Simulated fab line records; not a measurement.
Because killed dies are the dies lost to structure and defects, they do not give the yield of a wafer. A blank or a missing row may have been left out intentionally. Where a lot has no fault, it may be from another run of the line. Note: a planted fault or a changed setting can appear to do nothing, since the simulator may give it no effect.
2 desks, one fault + flow gf180mcu + each desk holds nothing but its own numbers, with what lay behind them at the end

== METROLOGY DESK ==
What the gauges read for every lot (on any tool): the sampled wafers with a number, averaged. Any lot whose mean is over 4 standard deviations away from the usual mean is out of limits and marked OUT; that distance is given in the brackets.
Columns: A = cdNm at GF_POLY_GATE_CD_MEAS_10, usual 280.0 nm; B = HV_LDD_3_TW at GF_HV_LDD_TW_MEAS_38, usual 1452; C = HV_LDD_RS at GF_HV_LDD_RS_MEAS_53, usual 418.3 ohm/sq
| lot  | first seen here | A     | B    | C     |
|------|-----------------|-------|------|-------|
| L228 | day 9 03:23     | 280.2 | 1454 | 419.2 |
| L229 | day 9 10:46     | 279.5 | 1448 | 417.7 |
| L232 | day 10 08:34    | 278.9 | 1447 | 418.3 |
| L233 | day 10 17:07    | 279.7 | 1449 | 418.9 |
| L235 | day 11 05:13    | 280.4 | 1452 | 419.6 |
| L236 | day 11 16:17    | 279.2 | 1464 | 419.2 |
| L237 | day 11 22:01    | 280.2 | 1462 | 418.5 |
| L238 | day 12 05:02    | 280.4 | 1457 | 418.5 |
| L246 | day 14 12:42    | 280.6 | 1426 | 420.7 |
| L248 | day 15 10:17    | 279.5 | 1447 | 418.1 |
| L250 | day 15 15:43    | 279.6 | 1460 | 418.2 |
| L249 | day 15 17:11    | 279.7 | 1445 | 418.9 |
This desk's finding: nothing out of limits on any of the 12 lots.

== FOR THE TOOL OWNER'S DESK: implanter-01 ==
The tool's own readings at GF_HV_LDD_IMPLANT_33, given as means over the sampled wafers that have a number, one for each lot that went through this tool. Any lot whose mean is over 4 standard deviations away from the usual mean is out of limits and marked OUT; that distance is given in the brackets.
Columns: A = tiltDeg at GF_HV_LDD_IMPLANT_33, usual 30.001 degrees
| lot  | first seen here | A      |
|------|-----------------|--------|
| L228 | day 11 11:49    | 29.993 |
| L229 | day 11 20:45    | 30.026 |
| L235 | day 13 17:20    | 30.004 |
| L238 | day 14 18:42    | 30.003 |
| L246 | day 17 08:41    | 30.043 |
This desk's finding: nothing out of limits on any of the 5 lots.

== PUT TOGETHER ==
The metrology desk saw nothing out of limits.
The tool owner's desk saw nothing out of limits.

== WHAT HAD BEEN PUT IN BY THE SIMULATOR ==
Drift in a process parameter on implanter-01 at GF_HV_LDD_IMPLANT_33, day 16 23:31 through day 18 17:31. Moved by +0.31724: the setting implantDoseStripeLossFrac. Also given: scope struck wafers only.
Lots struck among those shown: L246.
